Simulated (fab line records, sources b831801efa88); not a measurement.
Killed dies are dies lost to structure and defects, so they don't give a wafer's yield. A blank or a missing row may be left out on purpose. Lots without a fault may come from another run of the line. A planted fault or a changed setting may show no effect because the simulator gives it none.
Chamber matching | flow gf180mcu | GF_V4_CMP_04 on cmp-02: 4 sister chambers
The step polishes SiO2. 8 wafers are shown with their chamber, then 11 later ones without.

WAFERS WITH THEIR CHAMBER
wafer  | chamber | motor_current_A (A) | edge_zone_pressure_frac
L077.1 | 1       | 12.7                | 1.002
L079.1 | 1       | 13.9                | 1.006
L079.4 | 0       | 11.8                | 1.003
L081.6 | 3       | 12.5                | 0.988
L082.2 | 3       | 12.2                | 0.995
L082.4 | 2       | 11.9                | 0.999
L082.5 | 2       | 12.5                | 0.999
L087.1 | 0       | 13.0                | 1.004

WAFERS WITHOUT THEIR CHAMBER
wafer  | motor_current_A (A) | edge_zone_pressure_frac
L087.2 | 12.5                | 1.005
L087.3 | 13.8                | 1.003
L093.2 | 13.4                | 1.010
L093.4 | 13.7                | 1.006
L093.5 | 12.9                | 1.005
L094.1 | 12.3                | 1.002
L094.3 | 13.5                | 1.002
L094.5 | 13.4                | 0.996
L095.2 | 12.1                | 1.000
L095.3 | 12.8                | 1.001
L095.6 | 11.8                | 1.007

WHICH CHAMBER EACH WENT THROUGH
wafer  | from the rows above               | in truth
L087.2 | can't be placed: 0 or 1 or 2      | 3
L087.3 | can't be placed: 1 or 0 or 2      | 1
L093.2 | can't be placed: 1 or 0           | 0
L093.4 | can't be placed: 1 or 0           | 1
L093.5 | can't be placed: 1 or 0 or 2      | 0
L094.1 | can't be placed: 0 or 2 or 1      | 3
L094.3 | can't be placed: 1 or 0 or 2      | 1
L094.5 | can't be placed: 2 or 3 or 1 or 0 | 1
L095.2 | can't be placed: 2 or 0 or 1      | 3
L095.3 | can't be placed: 0 or 2 or 1      | 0
L095.6 | can't be placed: 0 or 1 or 2      | 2
Placed correctly: 0 of 11. Can't be placed from these rows: 11 (the true chamber is among the candidates in 8). Placed wrongly: 0.
How it was worked out, from the rows above alone: a wafer's distance from a chamber is the root of the sum, over the readings, of the square of ((its reading less the chamber's mean) divided by the reading's scatter). The wafer belongs to the nearest chamber; if the next one is less than 2 further off, it can't be placed. A chamber's mean is the mean of its shown wafers. The scatter: the root of (the sum of the squares of (reading less its chamber's mean) over the shown wafers, divided by (wafers less chambers)).
